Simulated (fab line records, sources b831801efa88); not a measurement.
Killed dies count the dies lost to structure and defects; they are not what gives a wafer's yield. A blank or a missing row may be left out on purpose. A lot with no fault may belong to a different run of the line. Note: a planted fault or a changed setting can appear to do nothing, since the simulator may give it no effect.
Which tool was responsible? / flow gf180mcu / Sampling: 14 lots, 42 wafers, 5 of 602 route steps

WHAT THE GAUGES SHOWED, per wafer
GF_HV_LDD_CD_MEAS_31: the cd target is 400 nm. Usual: cd nm reads 400.3 nm (standard deviation 2.1).
lot=L568; measured=day 11 14:22; on=cd sem-02; cd nm (nm)=401.7 400.5 401.0; flag=
lot=L569; measured=day 12 10:52; on=cd sem-02; cd nm (nm)=400.1 400.6 400.8; flag=
lot=L570; measured=day 12 19:37; on=cd sem-02; cd nm (nm)=397.0 396.6 398.6; flag=
lot=L572; measured=day 13 02:05; on=cd sem-01; cd nm (nm)=396.7 398.4 397.8; flag=
lot=L573; measured=day 13 13:11; on=cd sem-01; cd nm (nm)=402.7 401.0 401.7; flag=
lot=L575; measured=day 14 03:26; on=cd sem-01; cd nm (nm)=397.7 398.8 399.6; flag=
lot=L576; measured=day 14 08:04; on=cd sem-01; cd nm (nm)=399.5 398.8 399.1; flag=
lot=L577; measured=day 14 20:58; on=cd sem-01; cd nm (nm)=405.1 403.9 404.7; flag=
lot=L580; measured=day 15 11:01; on=cd sem-01; cd nm (nm)=398.4 396.9 398.4; flag=
lot=L581; measured=day 15 16:32; on=cd sem-01; cd nm (nm)=399.3 398.3 400.1; flag=
lot=L583; measured=day 16 10:16; on=cd sem-02; cd nm (nm)=400.6 399.1 400.2; flag=
lot=L589; measured=day 18 12:55; on=cd sem-01; cd nm (nm)=400.8 401.8 400.0; flag=
lot=L590; measured=day 18 16:26; on=cd sem-01; cd nm (nm)=400.4 401.8 401.0; flag=
lot=L591; measured=day 18 22:08; on=cd sem-01; cd nm (nm)=401.3 401.1 400.4; flag=

GF_HV_LDD_OVL_MEAS_47. Usual: HV_LDD_03_OVL typically reads 0.0 nm, with standard deviation 1.3.
lot=L568; measured=day 12 10:40; on=overlay-02; HV_LDD_03_OVL (nm)=-0.6 -0.7 1.1; flag=
lot=L569; measured=day 13 07:01; on=overlay-01; HV_LDD_03_OVL (nm)=-0.3 -1.1 -0.8; flag=
lot=L570; measured=day 13 16:57; on=overlay-01; HV_LDD_03_OVL (nm)=0.7 1.0 1.7; flag=
lot=L572; measured=day 13 23:13; on=overlay-01; HV_LDD_03_OVL (nm)=-1.2 -1.4 -2.7; flag=
lot=L573; measured=day 14 09:43; on=overlay-01; HV_LDD_03_OVL (nm)=-0.2 -0.4 0.4; flag=
lot=L575; measured=day 15 00:59; on=overlay-02; HV_LDD_03_OVL (nm)=1.0 0.7 0.9; flag=
lot=L576; measured=day 15 06:49; on=overlay-02; HV_LDD_03_OVL (nm)=0.1 0.2 0.5; flag=
lot=L577; measured=day 15 18:43; on=overlay-01; HV_LDD_03_OVL (nm)=0.2 1.6 1.7; flag=
lot=L580; measured=day 16 08:55; on=overlay-01; HV_LDD_03_OVL (nm)=-0.6 -2.0 1.0; flag=
lot=L581; measured=day 16 15:19; on=overlay-02; HV_LDD_03_OVL (nm)=1.3 1.3 0.8; flag=
lot=L583; measured=day 17 09:28; on=overlay-02; HV_LDD_03_OVL (nm)=1.9 -0.2 0.2; flag=
lot=L589; measured=day 19 14:28; on=overlay-02; HV_LDD_03_OVL (nm)=-73.1 -71.8 -72.5; flag=OFF
lot=L590; measured=day 19 17:43; on=overlay-02; HV_LDD_03_OVL (nm)=-72.8 -74.2 -74.0; flag=OFF
lot=L591; measured=day 19 23:49; on=overlay-02; HV_LDD_03_OVL (nm)=3.6 0.4 0.1; flag=

GF_NSD_OVL_MEAS_08. Usual: NSD_OVL typically reads -0.1 nm, with standard deviation 1.4.
lot=L568; measured=day 13 09:14; on=overlay-02; NSD_OVL (nm)=0.5 0.7 -0.2; flag=
lot=L569; measured=day 14 07:10; on=overlay-01; NSD_OVL (nm)=0.8 0.5 0.1; flag=
lot=L570; measured=day 14 18:34; on=overlay-01; NSD_OVL (nm)=-0.3 -3.3 -2.1; flag=
lot=L572; measured=day 15 00:07; on=overlay-01; NSD_OVL (nm)=0.4 -0.2 2.1; flag=
lot=L573; measured=day 15 10:31; on=overlay-02; NSD_OVL (nm)=2.0 0.2 0.7; flag=
lot=L575; measured=day 16 01:01; on=overlay-01; NSD_OVL (nm)=-0.8 -0.2 -0.8; flag=
lot=L576; measured=day 16 07:50; on=overlay-01; NSD_OVL (nm)=-0.7 1.1 1.3; flag=
lot=L577; measured=day 16 19:55; on=overlay-02; NSD_OVL (nm)=-1.2 -0.9 -0.9; flag=
lot=L580; measured=day 17 10:32; on=overlay-01; NSD_OVL (nm)=0.7 0.2 -1.7; flag=
lot=L581; measured=day 17 16:58; on=overlay-02; NSD_OVL (nm)=-2.0 -1.3 -2.5; flag=
lot=L583; measured=day 18 11:40; on=overlay-02; NSD_OVL (nm)=1.6 3.4 0.9; flag=
lot=L589; measured=day 20 17:52; on=overlay-01; NSD_OVL (nm)=2.7 -0.3 0.4; flag=
lot=L590; measured=day 20 21:07; on=overlay-02; NSD_OVL (nm)=1.5 0.1 0.6; flag=
lot=L591; measured=day 21 02:16; on=overlay-02; NSD_OVL (nm)=1.5 2.9 0.8; flag=

TOOL THAT RAN EACH LOT (tool first, then ch and the chambers of the sampled wafers, then the start)
lot=L568; GF_POLY_GATE_STRIP_14=plasma asher-01 ch 0,1, day 9 04:50; GF_HV_LDD_EXPOSE_43=iline stepper-02 ch 0, day 12 00:53
lot=L569; GF_POLY_GATE_STRIP_14=plasma asher-01 ch 0,1, day 10 01:27; GF_HV_LDD_EXPOSE_43=iline stepper-02 ch 0, day 12 20:58
lot=L570; GF_POLY_GATE_STRIP_14=plasma asher-03 ch 0,1, day 10 09:30; GF_HV_LDD_EXPOSE_43=iline stepper-01 ch 0, day 13 06:47
lot=L572; GF_POLY_GATE_STRIP_14=plasma asher-01 ch 0,1, day 10 12:37; GF_HV_LDD_EXPOSE_43=iline stepper-01 ch 0, day 13 13:17
lot=L573; GF_POLY_GATE_STRIP_14=plasma asher-04 ch 1, day 11 00:01; GF_HV_LDD_EXPOSE_43=iline stepper-01 ch 0, day 13 23:44
lot=L575; GF_POLY_GATE_STRIP_14=plasma asher-01 ch 0,1, day 11 15:01; GF_HV_LDD_EXPOSE_43=iline stepper-01 ch 0, day 14 14:46
lot=L576; GF_POLY_GATE_STRIP_14=plasma asher-01 ch 0,1, day 11 17:47; GF_HV_LDD_EXPOSE_43=iline stepper-02 ch 0, day 14 19:50
lot=L577; GF_POLY_GATE_STRIP_14=plasma asher-04 ch 0,1, day 12 06:19; GF_HV_LDD_EXPOSE_43=iline stepper-02 ch 0, day 15 08:17
lot=L580; GF_POLY_GATE_STRIP_14=plasma asher-01 ch 0,1, day 12 20:25; GF_HV_LDD_EXPOSE_43=iline stepper-02 ch 0, day 15 22:11
lot=L581; GF_POLY_GATE_STRIP_14=plasma asher-01 ch 0,1, day 13 00:04; GF_HV_LDD_EXPOSE_43=iline stepper-01 ch 0, day 16 04:38
lot=L583; GF_POLY_GATE_STRIP_14=plasma asher-03 ch 0,1, day 13 16:48; GF_HV_LDD_EXPOSE_43=iline stepper-02 ch 0, day 16 22:14
lot=L589; GF_POLY_GATE_STRIP_14=plasma asher-04 ch 0,1, day 15 13:38; GF_HV_LDD_EXPOSE_43=iline stepper-01 ch 0, day 19 02:10
lot=L590; GF_POLY_GATE_STRIP_14=plasma asher-04 ch 0, day 15 14:57; GF_HV_LDD_EXPOSE_43=iline stepper-01 ch 0, day 19 05:26
lot=L591; GF_POLY_GATE_STRIP_14=plasma asher-03 ch 0,1, day 15 23:13; GF_HV_LDD_EXPOSE_43=iline stepper-02 ch 0, day 19 11:52
- GF_POLY_GATE_STRIP_14: strips in O2/N2.
- GF_HV_LDD_EXPOSE_43: exposes mask Pplus HV AREA, target cd 400 nm.

WHAT THE TOOLS THEMSELVES READ (means of the sampled wafers that have a number; where no wafer has one, the mark that the record gives instead)
GF_POLY_GATE_STRIP_14. Usual: drypump motor current A 5.6 A, standard deviation 0.43; heater power w 334 W, standard deviation 52; oes product au 0.505 a.u., standard deviation 0.0046.
lot=L568; tool=plasma asher-01; drypump motor current A (A)=5.9; heater power w (W)=298; oes product au (a.u.)=0.507; flag=
lot=L569; tool=plasma asher-01; drypump motor current A (A)=5.9; heater power w (W)=301; oes product au (a.u.)=0.504; flag=
lot=L570; tool=plasma asher-03; drypump motor current A (A)=6.2; heater power w (W)=306; oes product au (a.u.)=0.506; flag=
lot=L572; tool=plasma asher-01; drypump motor current A (A)=5.7; heater power w (W)=306; oes product au (a.u.)=0.504; flag=
lot=L573; tool=plasma asher-04; drypump motor current A (A)=5.1; heater power w (W)=308; oes product au (a.u.)=0.507; flag=
lot=L575; tool=plasma asher-01; drypump motor current A (A)=5.7; heater power w (W)=307; oes product au (a.u.)=0.504; flag=
lot=L576; tool=plasma asher-01; drypump motor current A (A)=5.9; heater power w (W)=301; oes product au (a.u.)=0.510; flag=
lot=L577; tool=plasma asher-04; drypump motor current A (A)=5.2; heater power w (W)=348; oes product au (a.u.)=0.505; flag=
lot=L580; tool=plasma asher-01; drypump motor current A (A)=5.9; heater power w (W)=302; oes product au (a.u.)=0.507; flag=
lot=L581; tool=plasma asher-01; drypump motor current A (A)=5.9; heater power w (W)=303; oes product au (a.u.)=0.501; flag=
lot=L583; tool=plasma asher-03; drypump motor current A (A)=6.2; heater power w (W)=309; oes product au (a.u.)=0.511; flag=
lot=L589; tool=plasma asher-04; drypump motor current A (A)=5.2; heater power w (W)=347; oes product au (a.u.)=0.507; flag=
lot=L590; tool=plasma asher-04; drypump motor current A (A)=5.4; heater power w (W)=434; oes product au (a.u.)=0.508; flag=
lot=L591; tool=plasma asher-03; drypump motor current A (A)=5.9; heater power w (W)=329; oes product au (a.u.)=0.504; flag=

THE ANSWER, worked out from the rows above alone
Rule: a lot is off if the mean of its wafers that have a number lies more than 3 standard deviations from the usual mean. Also off: a lot with no number at a reading for which 4 or more lots have one. Any other lot the step has rows for is counted as sound. Order of review: gauges by route order, followed by the tools' own readings, for which a lot's mean as printed above is used. The first step at which some lot is off is used, and at that step the reading that is off furthest; a lot without a number counts as furthest.
Off: L589, L590, at GF_HV_LDD_OVL_MEAS_47 (HV_LDD_03_OVL).
A tool fits if, at a process step before that reading, it ran every lot that is off, and no sound lot after the first of them. The gauges at GF_HV_LDD_OVL_MEAS_47 are tried like those tools. Can't be told from this: 2 tools fit, plasma asher-04 at GF_POLY_GATE_STRIP_14, iline stepper-01 at GF_HV_LDD_EXPOSE_43.

WHAT THE SIMULATOR PUT IN
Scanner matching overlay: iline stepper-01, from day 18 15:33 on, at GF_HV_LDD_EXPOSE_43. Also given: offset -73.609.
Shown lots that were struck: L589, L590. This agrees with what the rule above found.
